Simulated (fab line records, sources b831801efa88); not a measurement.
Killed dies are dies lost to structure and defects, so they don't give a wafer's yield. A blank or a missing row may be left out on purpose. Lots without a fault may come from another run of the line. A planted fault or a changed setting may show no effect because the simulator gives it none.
Split-lot experiment | flow sfq_line | 5 lots, 23 wafers read, on a route of 325 steps

THE SPLIT
At SFQ_TRILAYER_M6_LITHO_EXPOSE_160 (exposes mask M6, target cd 500 nm), the setting dose_mj was moved away from the recipe's 14.4 on 12 of the 23 wafers read, by -3.6% to +7.4%. The other wafers ran this setting at the recipe's value.

FROM THE SPLIT TO THE READING: what the file shows between them, 2 steps
- SFQ_TRILAYER_M6_LITHO_PEB_162: peb time 60 s
- SFQ_TRILAYER_M6_LITHO_DEVELOP_161: time 60 s

THE READING
M6.cd_nm (the simulator's own value, which no gauge read), in nm, at SFQ_TRILAYER_M6_BARC_OPEN_METAL_ETCH_206 (etches BARC in O2, target depth 125 nm, time 41.7 s). The file gives no usual value for it. The 11 wafers here that ran the recipe average 500.2 nm, standard deviation 1.1 nm.

wafer  | tool, chamber at the split | dose_mj as run | against the recipe | M6.cd_nm, nm | against lot-mates on the recipe
L075.1 | krf_scanner-02, 0          | 14.4           | recipe             | 499.4        | -
L075.3 | krf_scanner-02, 0          | 14.92          | +3.6%              | 493.6        | -5.3
L075.4 | krf_scanner-02, 0          | 14.92          | +3.6%              | 494.8        | -4.1
L075.5 | krf_scanner-02, 0          | 14.92          | +3.6%              | 494.1        | -4.8
L075.6 | krf_scanner-02, 0          | 14.4           | recipe             | 498.4        | -
L077.1 | krf_scanner-02, 0          | 14.4           | recipe             | 501.8        | -
L077.4 | krf_scanner-02, 0          | 14.4           | recipe             | 500.2        | -
L077.6 | krf_scanner-02, 0          | 14.4           | recipe             | 501.9        | -
L080.1 | krf_scanner-02, 0          | 13.88          | -3.6%              | 505          | +5.4
L080.2 | krf_scanner-02, 0          | 13.88          | -3.6%              | 505.2        | +5.6
L080.4 | krf_scanner-02, 0          | 14.4           | recipe             | 499.8        | -
L080.5 | krf_scanner-02, 0          | 13.88          | -3.6%              | 504.9        | +5.3
L080.6 | krf_scanner-02, 0          | 14.4           | recipe             | 499.3        | -
L081.2 | krf_scanner-02, 0          | 15.46          | +7.4%              | 488.7        | -12.3
L081.3 | krf_scanner-02, 0          | 15.46          | +7.4%              | 489.3        | -11.7
L081.4 | krf_scanner-02, 0          | 14.4           | recipe             | 500.9        | -
L081.5 | krf_scanner-02, 0          | 15.46          | +7.4%              | 489.2        | -11.8
L081.6 | krf_scanner-02, 0          | 14.4           | recipe             | 501.2        | -
L083.1 | krf_scanner-02, 0          | 14.4           | recipe             | 499.4        | -
L083.2 | krf_scanner-02, 0          | 15.17          | +5.3%              | 493.4        | -6.3
L083.3 | krf_scanner-02, 0          | 14.4           | recipe             | 500          | -
L083.4 | krf_scanner-02, 0          | 15.17          | +5.3%              | 491.8        | -7.9
L083.6 | krf_scanner-02, 0          | 15.17          | +5.3%              | 489.7        | -10.0

THE FIT
A straight line over all 23 wafers: M6.cd_nm changes by -1.51 nm for each +1% of dose_mj; r = -0.98; the points scatter about the line by 1 nm.
The same after taking each lot's own level away (the mean of its wafers on the recipe; 23 wafers): -1.55 nm for each +1%; r = -0.99; scatter 0.81 nm.
On that fit, the largest move of dose_mj shifts the reading by 11 nm.
The lots' own levels span 498.90 to 501.30 nm, that is 2.3 times the standard deviation above.
So the lot-to-lot level changes the slope little: the two slopes agree.
Check: with one of the wafers moved furthest among these (+7.4%) left out of the fit, the line predicts -11.2 nm for it against its lot-mates. It came out at -12.3 nm against them.

OTHER SPLITS ON THESE WAFERS
These wafers also went through other splits before the reading. Each is held against what the fit with the lots' levels taken away leaves over:
other split on the same wafers                          | wafers away from the commonest value | r with M6.cd_nm (lot level and that fit taken away)
SFQ_TRILAYER_M5_BARC_OPEN_METAL_ETCH_161 pressure_mtorr | 15                                   | +0.10
SFQ_TRILAYER_R5_LITHO_COAT_141 resist_thk_nm            | 10                                   | +0.24
SFQ_TRILAYER_R5_BARC_OPEN_METAL_ETCH_177 time_s         | 11                                   | +0.09
SFQ_TRILAYER_I5_BARC_OPEN_VIA_ETCH_200 time_s           | 9                                    | +0.30
SFQ_TRILAYER_C5_BARC_OPEN_VIA_ETCH_210 time_s           | 5                                    | -0.04
SFQ_TRILAYER_M6_LITHO_COAT_164 resist_thk_nm            | 8                                    | +0.11

THE FILE'S OWN FIT
M6.cd_nm changes by -1.55 nm for each +1% of dose_mj, r = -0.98.
